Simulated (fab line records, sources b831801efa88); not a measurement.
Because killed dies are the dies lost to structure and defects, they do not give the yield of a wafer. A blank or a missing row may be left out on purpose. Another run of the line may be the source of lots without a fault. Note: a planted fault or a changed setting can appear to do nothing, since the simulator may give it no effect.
Struck lot and sound lot, side by side + flow sfq line + 3 out of 325 route steps
Sound: these wafers, L700.2, L700.3, L700.4. Wafers struck: L709.1, L709.3, L709.5. The cause comes at the end.
Per side, at each step with rows, come the tool, then ch with its chambers, and then its first start. Under that, the readings that differ: sound wafers + struck wafers + difference of the means + sigmas: that difference in standard deviations of wafers without a fault.
alike: words and numbers the same on both sides, and readings whose means are apart by under 2 such deviations; not compared: readings that were withheld, readings missing a value for some wafer, numbers with overlapping values and no deviation given by the record, and bounds like >300 which may hide the same value.
Wherever a step has rows on one side only, a row that says differs or no value, or a row with sigmas, the two part there. Numbers that don't overlap but have no deviation are shown without sigmas and don't part them. Lack of a reading on every wafer of one side parts them only where that side has two or more wafers.

SFQ_INCOMING_BOW_MEAS_900:
  sound: film metro-01 at day 2 16:01; struck: film metro-04 at day 4 13:00
  alike: INCOMING_BOW
SFQ_TRILAYER_INCOMING_OXIDATION_002: target thk 500 nm, ox time 4939 s.
  sound on furnace-02 ch 0, day 2 16:07; struck on furnace-01 ch 0, day 4 13:07
| reading                                                   | sound             | struck               | difference | sigmas |
|-----------------------------------------------------------|-------------------|----------------------|------------|--------|
| ox time s (s)                                             | 4939 4939 4939    | 5926.8 5926.8 5926.8 | +987.8     |        |
| model.SiO2_of_TRILAYER_INCOMING_OXIDATION_002.thk nm (nm) | 481.5 486.1 485.6 | 554.5 552.4 558.7    | +70.8      |        |
  alike: ox temp c, zone power bottom pct
SFQ_TRILAYER_L0_DEP_SPUTTER_003: material MoNx KI, target thk 40 nm, time 100 s.
  sound: pvd sputter-04 at day 2 18:29; struck: pvd sputter-04 at day 4 15:29
  alike: cathode dc power W, throttle valve pct

## WHERE THEY PART
Nowhere in this record.

WHY: what the simulator had put in
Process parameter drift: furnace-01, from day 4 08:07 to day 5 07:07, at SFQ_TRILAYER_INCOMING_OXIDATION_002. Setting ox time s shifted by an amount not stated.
